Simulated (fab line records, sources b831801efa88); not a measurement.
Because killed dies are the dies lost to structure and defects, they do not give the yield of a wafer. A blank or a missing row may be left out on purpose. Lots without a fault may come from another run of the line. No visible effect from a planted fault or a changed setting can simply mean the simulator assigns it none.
What tool caused it? | flow gf180mcu | 6 lots, 18 wafers sampled, at 4 steps of a route of 602

## WHAT THE GAUGES READ, wafer by wafer
GF_V1_THK_MEAS_01.
lot  | measured     | on            | V1_CVD_00_THK (nm)
L408 | day 18 22:08 | film metro-01 | 594 595 599
L414 | day 21 09:28 | film metro-03 | 598 599 605
L418 | day 22 21:08 | film metro-02 | 608 608 604
L421 | day 23 23:40 | film metro-02 | 600 601 589
L424 | day 24 12:41 | film metro-01 | 591 592 595
L426 | day 25 03:45 | film metro-03 | 601 600 596

## WHAT TOOL EACH LOT RAN ON (gives the tool, then ch and the chambers of the sampled wafers, and finally the start)
lot  | GF_CONTACT_CMP_27             | GF_M1_SPUTTER_03             | GF_M1_SPUTTER_04
L408 | cmp-01 ch 0,1, day 17 21:14   | pvd sputter-01, day 17 21:38 | pvd sputter-01, day 17 21:40
L414 | cmp-01 ch 1,2,3, day 20 08:16 | pvd sputter-04, day 20 08:40 | pvd sputter-04, day 20 08:41
L418 | cmp-01 ch 0,1,3, day 21 20:55 | pvd sputter-03, day 21 21:16 | pvd sputter-03, day 21 21:17
L421 | cmp-01 ch 1,2,3, day 22 23:59 | pvd sputter-04, day 23 00:27 | pvd sputter-04, day 23 00:28
L424 | cmp-02 ch 0,2,3, day 23 13:21 | pvd sputter-04, day 23 13:49 | pvd sputter-04, day 23 13:50
L426 | cmp-01 ch 0,1,2, day 24 04:44 | pvd sputter-01, day 24 05:11 | pvd sputter-01, day 24 05:13
- GF_CONTACT_CMP_27: polishes, stops on SiO2, t overpolish 15 s, target thk 0 nm.
- GF_M1_SPUTTER_03: material Ti, target thk 10 nm, time 6.7 s.
- GF_M1_SPUTTER_04: material TiN, target thk 50 nm, time 41.7 s.

## THE ANSWER, worked out from the rows above alone
Rule: the lots themselves supply what counts as usual. The widest of any qualifying gaps counts: lots, ordered by their means at a reading, are off when they make up no more than a third of the lots, leave a main group of 4 or more, and stand apart from it by 3 or more times the standard deviation of that group's means. If all means in a main group match to the digits the tables above print for the reading, that group is not used. Also off: a lot with no number at a reading for which 4 or more lots have one. Where the step has rows for the other lots, those lots are counted as sound.
Across all readings shown, no lot is off: no conclusion can be drawn from this.

## WHAT HAD BEEN PUT IN BY THE SIMULATOR
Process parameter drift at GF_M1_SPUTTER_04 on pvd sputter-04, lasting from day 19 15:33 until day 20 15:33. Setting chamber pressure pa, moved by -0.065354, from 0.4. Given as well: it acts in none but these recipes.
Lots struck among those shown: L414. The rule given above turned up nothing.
